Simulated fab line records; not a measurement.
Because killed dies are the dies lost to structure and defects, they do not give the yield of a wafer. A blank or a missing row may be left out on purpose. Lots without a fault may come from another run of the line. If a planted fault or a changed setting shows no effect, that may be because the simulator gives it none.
fab line records -- flow sky130
[record] lots = 13, wafers = 39, last-day = 50
route steps=708 shown SONOS_TUNNEL@156 CONTACT@429 VIA1@481 METAL2@489 PAD_OPEN@708
lots that met no fault: from a run of the same line without faults
start-h: start of the lot's first displayed wafer, in hours after the record's first day -- wait-h: time in hours since the lot's previous step -- " same as the row above -- L1.1+2: several wafers, shown together as one row -- - no value, or no start given -- * or withheld: withheld -- < > ~ a bound
route shown NAME@n: names a module that has steps shown in the file, with the first one's number in the route -- usual: mean and standard deviation over wafers with no fault -- same: alike in all rows -- chamber/n: place in a boat -- sites: readings site by site -- _std_site: the standard deviation of these -- _edge_site: outer sites' mean less inner sites' -- radius-mm: for every site, how far away it sits from the centre of the wafer -- mask NAME#n: copy n -- behind: the tool/chamber that last shaped the wafer -- hold: the reason the lot was held/the length of the hold in hours/how it ended -- device: whichever transistor did not switch (one of n, p or np) -- end of line: the tests these same wafers got at the end of their route -- where a step has no rows: the recipe by itself -- killed: dies that structure and defects cost at the first sort, which is not the same as the wafer's yield -- map: a wafer's dies, x killed, . not, _ none there
set.NAME: the setting that was run; set.NAME@STEP: the one run at that earlier step -- model.NAME: the simulator's own value behind a step, which no gauge read
a sample of lots followed through the steps of the route, with each step as a table and each wafer as a row
services: when a tool's chamber went out of use (start-h, in hours from the record's first day, below 0 if earlier), for how many hours, and the reason
[[steps]]
[step SKY_SONOS_TUNNEL_COAT_02]
[recipe] resist = NOVOLAK, spin-rpm = 3000, resist-thk-nm = 1140
[usual] chill-plate-temp-C = 23.01/0.11, dispense-pressure-kPa = 46.2/0.34
lot.wafer,tool,chamber,start-h,wait-h,chill-plate-temp-C,dispense-pressure-kPa
L680.1,litho-track-01,0,240.90,0.1,23.20,46.0
L680.3,litho-track-01,0,240.90,0.1,23.11,45.9
L680.6,litho-track-01,0,240.90,0.1,23.11,45.9
L681.1,litho-track-03,0,246.66,0.1,22.92,46.6
L681.4,litho-track-03,0,246.66,0.1,22.84,46.6
L681.5,litho-track-03,0,246.66,0.1,22.82,46.6
L684.1,litho-track-04,0,265.18,0.1,22.81,45.9
L684.3,litho-track-04,0,265.18,0.1,22.66,45.9
L684.6,litho-track-04,0,265.18,0.1,22.98,45.9
L685.1,litho-track-03,0,275.51,0.1,23.11,46.6
L685.4,litho-track-03,0,275.51,0.1,23.13,46.6
L685.6,litho-track-03,0,275.51,0.1,22.96,46.6
L688.3,litho-track-04,0,296.18,0.1,23.12,45.9
L688.5,litho-track-04,0,296.18,0.1,23.08,46.0
L688.6,litho-track-04,0,296.18,0.1,23.04,45.9
L690.2,litho-track-03,0,319.78,0.1,22.98,46.6
L690.4,litho-track-03,0,319.78,0.1,22.98,46.6
L690.6,litho-track-03,0,319.78,0.1,22.88,46.6
L692.1,litho-track-03,-,328.81,0.1,-,-
L692.3,litho-track-03,-,328.81,0.1,-,-
L692.4,litho-track-03,-,328.81,0.1,-,-
L693.1,litho-track-01,-,338.70,0.1,-,-
L693.2,litho-track-01,-,338.70,0.1,-,-
L693.3,litho-track-01,-,338.70,0.1,-,-
L694.1,litho-track-04,-,349.68,0.1,-,-
L694.3,litho-track-04,-,349.68,0.1,-,-
L694.6,litho-track-04,-,349.68,0.1,-,-
L700.1,litho-track-01,0,400.15,0.1,23.01,45.9
L700.4,litho-track-01,0,400.15,0.1,23.14,46.0
L700.5,litho-track-01,0,400.15,0.1,23.05,45.9
L701.2,litho-track-01,0,405.97,0.1,23.08,45.9
L701.4,litho-track-01,0,405.97,0.1,23.09,45.9
L701.5,litho-track-01,0,405.97,0.1,22.97,45.9
L702.1,litho-track-01,0,411.05,0.1,23.04,45.9
L702.2,litho-track-01,0,411.05,0.1,23.19,45.9
L702.3,litho-track-01,0,411.05,0.1,22.98,45.9
L703.1,litho-track-03,0,417.51,0.1,23.21,46.6
L703.4,litho-track-03,0,417.51,0.1,23.12,46.6
L703.5,litho-track-03,0,417.51,0.1,23.07,46.6
[step SKY_SONOS_TUNNEL_CD_MEAS_07]
[recipe] target-cd-nm = 410
[usual] cd-nm = 409.7/2.6
lot.wafer,tool,chamber,start-h,wait-h,cd-nm
L680.1,cd-sem-01,-,252.53,0.1,408.6
L680.3,cd-sem-01,-,252.53,0.1,407.9
L680.6,cd-sem-01,-,252.53,0.1,409.3
L681.1,cd-sem-02,-,259.73,0.1,414.4
L681.4,cd-sem-02,-,259.73,0.1,413.9
L681.5,cd-sem-02,-,259.73,0.1,411.9
L684.1,cd-sem-02,-,277.56,0.1,409.1
L684.3,cd-sem-02,-,277.56,0.1,408.5
L684.6,cd-sem-02,-,277.56,0.1,410.9
L685.1,cd-sem-01,-,287.95,0.1,406.8
L685.4,cd-sem-01,-,287.95,0.1,408.3
L685.6,cd-sem-01,-,287.95,0.1,409.3
L688.3,cd-sem-02,-,309.04,0.1,406.5
L688.5,cd-sem-02,-,309.04,0.1,408.1
L688.6,cd-sem-02,-,309.04,0.1,411.0
L690.2,cd-sem-02,-,333.62,0.1,405.6
L690.4,cd-sem-02,-,333.62,0.1,408.4
L690.6,cd-sem-02,-,333.62,0.1,407.4
L692.1,cd-sem-02,-,342.75,0.1,-
L692.3,cd-sem-02,-,342.75,0.1,-
L692.4,cd-sem-02,-,342.75,0.1,-
L693.1,cd-sem-01,-,352.35,0.1,-
L693.2,cd-sem-01,-,352.35,0.1,-
L693.3,cd-sem-01,-,352.35,0.1,-
L694.1,cd-sem-02,-,364.35,0.1,-
L694.3,cd-sem-02,-,364.35,0.1,-
L694.6,cd-sem-02,-,364.35,0.1,-
L700.1,cd-sem-02,-,414.98,0.1,415.3
L700.4,cd-sem-02,-,414.98,0.1,414.9
L700.5,cd-sem-02,-,414.98,0.1,415.3
L701.2,cd-sem-02,-,421.12,0.1,409.3
L701.4,cd-sem-02,-,421.12,0.1,408.3
L701.5,cd-sem-02,-,421.12,0.1,408.9
L702.1,cd-sem-02,-,425.90,0.1,408.0
L702.2,cd-sem-02,-,425.90,0.1,409.4
L702.3,cd-sem-02,-,425.90,0.1,406.6
L703.1,cd-sem-02,-,432.81,0.1,409.3
L703.4,cd-sem-02,-,432.81,0.1,409.3
L703.5,cd-sem-02,-,432.81,0.1,407.2
[step SKY_CONTACT_SPUTTER_23]
[recipe] material = TiN, target-thk-nm = 20, chamber-pressure-pa = 5, power-w = 4000, time-s = 80
[usual] throttle-valve-pct = 29.7/1.4
lot.wafer,tool,chamber,start-h,wait-h,throttle-valve-pct
L680.1,pvd-sputter-01,-,740.80,0.0,30.0
L680.3,pvd-sputter-01,-,740.80,0.0,30.1
L680.6,pvd-sputter-01,-,740.80,0.0,28.5
L681.1,pvd-sputter-02,-,746.00,0.0,29.9
L681.4,pvd-sputter-02,-,746.00,0.0,30.9
L681.5,pvd-sputter-02,-,746.00,0.0,31.0
L684.1,pvd-sputter-04,-,764.37,0.0,30.0
L684.3,pvd-sputter-04,-,764.37,0.0,28.0
L684.6,pvd-sputter-04,-,764.37,0.0,30.9
L685.1,pvd-sputter-01,-,785.37,0.0,28.4
L685.4,pvd-sputter-01,-,785.37,0.0,32.5
L685.6,pvd-sputter-01,-,785.37,0.0,29.9
L688.3,pvd-sputter-04,-,797.96,0.0,30.9
L688.5,pvd-sputter-04,-,797.96,0.0,27.5
L688.6,pvd-sputter-04,-,797.96,0.0,30.8
L690.2,pvd-sputter-01,-,823.99,0.0,30.0
L690.4,pvd-sputter-01,-,823.99,0.0,28.2
L690.6,pvd-sputter-01,-,823.99,0.0,28.3
L700.1,pvd-sputter-02,-,902.30,0.0,30.0
L700.4,pvd-sputter-02,-,902.30,0.0,27.7
L700.5,pvd-sputter-02,-,902.30,0.0,29.6
L703.1,pvd-sputter-02,-,912.51,0.0,27.4
L703.4,pvd-sputter-02,-,912.51,0.0,29.7
L703.5,pvd-sputter-02,-,912.51,0.0,27.7
L701.2,pvd-sputter-04,-,913.51,0.0,27.9
L701.4,pvd-sputter-04,-,913.51,0.0,29.2
L701.5,pvd-sputter-04,-,913.51,0.0,30.0
L702.1,pvd-sputter-02,-,915.74,0.0,29.5
L702.2,pvd-sputter-02,-,915.74,0.0,27.5
L702.3,pvd-sputter-02,-,915.74,0.0,31.1
[step SKY_VIA1_THK_MEAS_23]
[recipe] thk-meas-gauge = xrf, reads = W_of_VIA1_CVD_21
[usual] VIA1_W_THK = 275/3.7
lot.wafer,tool,chamber,start-h,wait-h,VIA1_W_THK[nm]
L680.1,film-metro-03,-,798.29,0.1,278
L680.3,film-metro-03,-,798.29,0.1,269
L680.6,film-metro-03,-,798.29,0.1,274
L681.1,film-metro-03,-,802.62,0.1,280
L681.4,film-metro-03,-,802.62,0.1,280
L681.5,film-metro-03,-,802.62,0.1,278
L684.1,film-metro-02,-,821.59,0.1,273
L684.3,film-metro-02,-,821.59,0.1,273
L684.6,film-metro-02,-,821.59,0.1,270
L685.1,film-metro-04,-,841.89,0.1,276
L685.4,film-metro-04,-,841.89,0.1,267
L685.6,film-metro-04,-,841.89,0.1,274
L688.3,film-metro-04,-,854.74,0.1,277
L688.5,film-metro-04,-,854.74,0.1,277
L688.6,film-metro-04,-,854.74,0.1,278
L690.2,film-metro-04,-,880.63,0.1,273
L690.4,film-metro-04,-,880.63,0.1,272
L690.6,film-metro-04,-,880.63,0.1,275
L700.1,film-metro-03,-,955.38,0.1,282
L700.4,film-metro-03,-,955.38,0.1,280
L700.5,film-metro-03,-,955.38,0.1,279
L703.1,film-metro-02,-,965.91,0.1,283
L703.4,film-metro-02,-,965.91,0.1,277
L703.5,film-metro-02,-,965.91,0.1,278
L701.2,film-metro-03,-,966.04,0.1,272
L701.4,film-metro-03,-,966.04,0.1,275
L701.5,film-metro-03,-,966.04,0.1,271
L702.1,film-metro-03,-,969.54,0.1,269
L702.2,film-metro-03,-,969.54,0.1,269
L702.3,film-metro-03,-,969.54,0.1,269
[step SKY_METAL2_THK_MEAS_06]
[recipe] thk-meas-gauge = xrf, reads = AlCu_of_METAL2_SPUTTER_02
[usual] METAL2_ALCU_THK = 250/3.9
lot.wafer,tool,chamber,start-h,wait-h,METAL2_ALCU_THK[nm]
L680.1,film-metro-01,-,798.92,0.1,253
L680.3,film-metro-01,-,798.92,0.1,251
L680.6,film-metro-01,-,798.92,0.1,251
L681.1,film-metro-03,-,803.24,0.1,245
L681.4,film-metro-03,-,803.24,0.1,246
L681.5,film-metro-03,-,803.24,0.1,245
L684.1,film-metro-01,-,822.21,0.1,249
L684.3,film-metro-01,-,822.21,0.1,252
L684.6,film-metro-01,-,822.21,0.1,248
L685.1,film-metro-01,-,842.51,0.1,256
L685.4,film-metro-01,-,842.51,0.1,247
L685.6,film-metro-01,-,842.51,0.1,251
L688.3,film-metro-03,-,855.79,0.1,251
L688.5,film-metro-03,-,855.79,0.1,252
L688.6,film-metro-03,-,855.79,0.1,253
L690.2,film-metro-03,-,881.25,0.1,247
L690.4,film-metro-03,-,881.25,0.1,253
L690.6,film-metro-03,-,881.25,0.1,252
L700.1,film-metro-01,-,956.00,0.1,246
L700.4,film-metro-01,-,956.00,0.1,247
L700.5,film-metro-01,-,956.00,0.1,246
L703.1,film-metro-02,-,966.53,0.1,246
L703.4,film-metro-02,-,966.53,0.1,251
L703.5,film-metro-02,-,966.53,0.1,249
L701.2,film-metro-01,-,966.66,0.1,256
L701.4,film-metro-01,-,966.66,0.1,257
L701.5,film-metro-01,-,966.66,0.1,253
L702.1,film-metro-01,-,970.16,0.1,253
L702.2,film-metro-01,-,970.16,0.1,254
L702.3,film-metro-01,-,970.16,0.1,253
[step SKY_PAD_OPEN_PROBE_99]
[usual] killed_at_M0_to_M3 = 43/6.7, killed_at_M4_up = 3.1/1.9, killed-at-contacts = 25/5, killed-at-front-end = 15/4, killed-at-other = 0.4/0.69, killed-dies = 87/9.2, killed-on-rim = 17/3.6, killed-open = 46/7.1, killed-short = 40/6.8
[same] gross-dies = 492, killed-at-back-side = 0
lot.wafer,tool,chamber,start-h,wait-h,killed_at_M0_to_M3,killed_at_M4_up,killed-at-contacts,killed-at-front-end,killed-at-other,killed-dies,killed-on-rim,killed-open,killed-short
L685.1,prober-02,-,1116.12,0.1,48,1,19,14,0,82,18,41,41
L685.4,prober-02,-,1116.27,0.2,48,2,30,17,0,97,19,52,45
L685.6,prober-02,-,1116.37,0.2,51,2,24,19,0,96,17,48,48
L692.1,prober-01,-,1152.48,0.1,44,4,24,420,0,492,96,42,42
L692.3,prober-01,-,1152.58,0.2,48,4,19,421,0,492,96,52,33
L692.4,prober-01,-,1152.63,0.2,36,5,22,428,1,492,96,42,30
L693.1,prober-01,-,1155.94,0.1,43,1,26,422,0,492,96,44,42
L693.2,prober-01,-,1155.99,0.1,55,5,25,407,0,492,96,42,53
L693.3,prober-01,-,1156.04,0.2,38,2,31,421,0,492,96,46,38
L694.1,prober-02,-,1161.48,0.1,48,2,22,419,1,492,96,53,36
L694.3,prober-02,-,1161.58,0.2,36,1,27,426,2,492,96,38,40
L694.6,prober-02,-,1161.73,0.2,43,1,19,428,1,492,96,47,35
// killed by level:class
L685.1 VIA2:geometric-particle:short=8 LI_CONTACT:geometric-particle:open=8 METAL1:geometric-particle:short=8 VIA2:geometric-particle:open=7 VIA3:geometric-particle:open=7 VIA1:geometric-particle:open=7 METAL2:geometric-particle:short=5 POLY_GATE:geometric-particle:short=4
L685.4 VIA1:geometric-particle:open=14 LI_CONTACT:geometric-particle:open=10 CONTACT:geometric-particle:open=9 CONTACT:geometric-particle:short=8 VIA1:geometric-particle:short=7 METAL2:geometric-particle:short=7 VIA2:geometric-particle:open=7 FIELD_ISO:geometric-particle:short=6
L685.6 VIA3:geometric-particle:open=10 METAL1:geometric-particle:short=9 VIA1:geometric-particle:open=8 CONTACT:geometric-particle:open=7 CONTACT:geometric-particle:short=7 METAL2:geometric-particle:short=7 VIA2:geometric-particle:open=6 LI_CONTACT:geometric-particle:open=5
L692.1 SONOS_TUNNEL:area-expose=408 LI_CONTACT:geometric-particle:open=10 VIA1:geometric-particle:open=10 METAL2:geometric-particle:short=8 CONTACT:geometric-particle:open=6 VIA3:geometric-particle:open=5 VIA2:geometric-particle:open=5 VIA1:geometric-particle:short=5
L692.3 SONOS_TUNNEL:area-expose=407 VIA1:geometric-particle:open=15 CONTACT:geometric-particle:open=8 VIA2:geometric-particle:open=7 METAL1:geometric-particle:short=6 FIELD_ISO:geometric-particle:open=5 LI_CONTACT:geometric-particle:open=5 VIA3:geometric-particle:open=5
L692.4 SONOS_TUNNEL:area-expose=419 LI_CONTACT:geometric-particle:open=11 VIA1:geometric-particle:open=9 METAL1:geometric-particle:short=6 VIA3:geometric-particle:open=4 CONTACT:geometric-particle:open=4 VIA2:geometric-particle:short=4 VIA2:geometric-particle:open=4
L693.1 SONOS_TUNNEL:area-expose=406 VIA1:geometric-particle:open=10 LI_CONTACT:geometric-particle:open=9 VIA1:geometric-particle:short=9 CONTACT:geometric-particle:open=8 CONTACT:geometric-particle:short=7 METAL1:geometric-particle:short=7 POLY_GATE:geometric-particle:short=5
L693.2 SONOS_TUNNEL:area-expose=393 VIA1:geometric-particle:short=10 VIA1:geometric-particle:open=10 METAL1:geometric-particle:short=9 CONTACT:geometric-particle:open=8 VIA2:geometric-particle:open=7 METAL2:geometric-particle:short=6 CONTACT:geometric-particle:short=5
L693.3 SONOS_TUNNEL:area-expose=406 CONTACT:geometric-particle:open=9 LI_CONTACT:geometric-particle:open=8 FIELD_ISO:geometric-particle:open=7 VIA1:geometric-particle:short=7 CONTACT:geometric-particle:short=6 VIA1:geometric-particle:open=6 VIA2:geometric-particle:short=6
L694.1 SONOS_TUNNEL:area-expose=402 VIA1:geometric-particle:open=10 METAL2:geometric-particle:short=9 VIA3:geometric-particle:open=9 FIELD_ISO:geometric-particle:open=7 LI_CONTACT:geometric-particle:open=7 CONTACT:geometric-particle:open=6 VIA1:geometric-particle:short=6
L694.3 SONOS_TUNNEL:area-expose=413 LOCAL_INTERCONNECT:geometric-particle:short=9 VIA1:geometric-particle:open=9 LI_CONTACT:geometric-particle:open=6 CONTACT:geometric-particle:open=5 VIA1:geometric-particle:short=5 VIA2:geometric-particle:short=5 FIELD_ISO:geometric-particle:open=4
L694.6 SONOS_TUNNEL:area-expose=410 VIA1:geometric-particle:open=10 VIA2:geometric-particle:open=9 LI_CONTACT:geometric-particle:open=6 METAL1:geometric-particle:short=6 FIELD_ISO:geometric-particle:short=5 VIA3:geometric-particle:open=5 CONTACT:geometric-particle:open=5
[[services]]
tool,chamber,start-h,hours,kind
pvd-sputter-01,-,219.64,0.9,repair
pvd-sputter-02,2,279.11,-,consumable-replace:kit
pvd-sputter-02,2,279.11,18.0,scheduled-down
pvd-sputter-02,2,279.11,18.0,vent-cycle
pvd-sputter-04,-,283.04,2.5,repair
pvd-sputter-01,0,330.45,-,consumable-replace:kit
pvd-sputter-01,0,330.45,18.0,scheduled-down
pvd-sputter-01,-,353.13,2.7,repair
pvd-sputter-04,-,550.57,8.9,repair
pvd-sputter-02,1,569.41,-,consumable-replace:kit
pvd-sputter-02,1,569.41,18.0,scheduled-down
pvd-sputter-02,1,569.41,18.0,vent-cycle
pvd-sputter-02,-,603.60,4.1,repair
pvd-sputter-01,-,631.04,1.0,repair
pvd-sputter-02,-,633.37,2.9,repair
litho-track-01,-,671.83,-,consumable-replace:filter
pvd-sputter-02,-,673.59,2.5,repair
pvd-sputter-02,-,753.21,3.8,repair
pvd-sputter-02,-,783.89,2.0,repair
pvd-sputter-02,-,823.24,5.2,repair
pvd-sputter-04,-,850.35,2.1,repair
pvd-sputter-02,0,855.05,-,consumable-replace:kit
pvd-sputter-02,0,855.05,18.0,scheduled-down
pvd-sputter-02,0,855.05,18.0,vent-cycle
[[key]]
[first-sign] step = SKY_SONOS_TUNNEL_COAT_02, reading = tool-record, direction = missing
[effect] step = SKY_SONOS_TUNNEL_CD_MEAS_07, reading = cd-nm, direction = missing
[effect] step = SKY_PAD_OPEN_PROBE_99, reading = killed-at-front-end, direction = up, sigmas = 99+, usual = 15, struck = 421
[more-kills-born-at] SKY_SONOS_TUNNEL_EXPOSE_04@iline-stepper-01 = 2439, SKY_SONOS_TUNNEL_EXPOSE_04@iline-stepper-02 = 1225
met-at SKY_SONOS_TUNNEL_COAT_02
struck-lots L692,L693,L694
later-rows-left-out L692.1,L692.3,L692.4,L693.1,L693.2,L693.3,L694.1,L694.3,L694.6
tester-left-out L692,L693,L694
not-acting-at SKY_CONTACT_SPUTTER_23,SKY_VIA1_THK_MEAS_23,SKY_METAL2_THK_MEAS_06
onset-between 319.78 328.81
[fault] kind = skipped-step-whole, tool = litho-track-01,litho-track-03,litho-track-04, chamber = -, onset-h = 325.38, steps = SKY_SONOS_TUNNEL_COAT_02, scope = struck-lots-only
// tester-left-out: of these lots the tester's yield and bins aren't shown, on N5 and GAA mostly nor the transistor test; their killed dies are dies lost to structure and defects alone, not to doping, threshold or leakage, so they don't give the yield
// later-rows-left-out: the simulator's readings of these wafers behind a module that went badly wrong aren't trusted and aren't shown, but for the sort
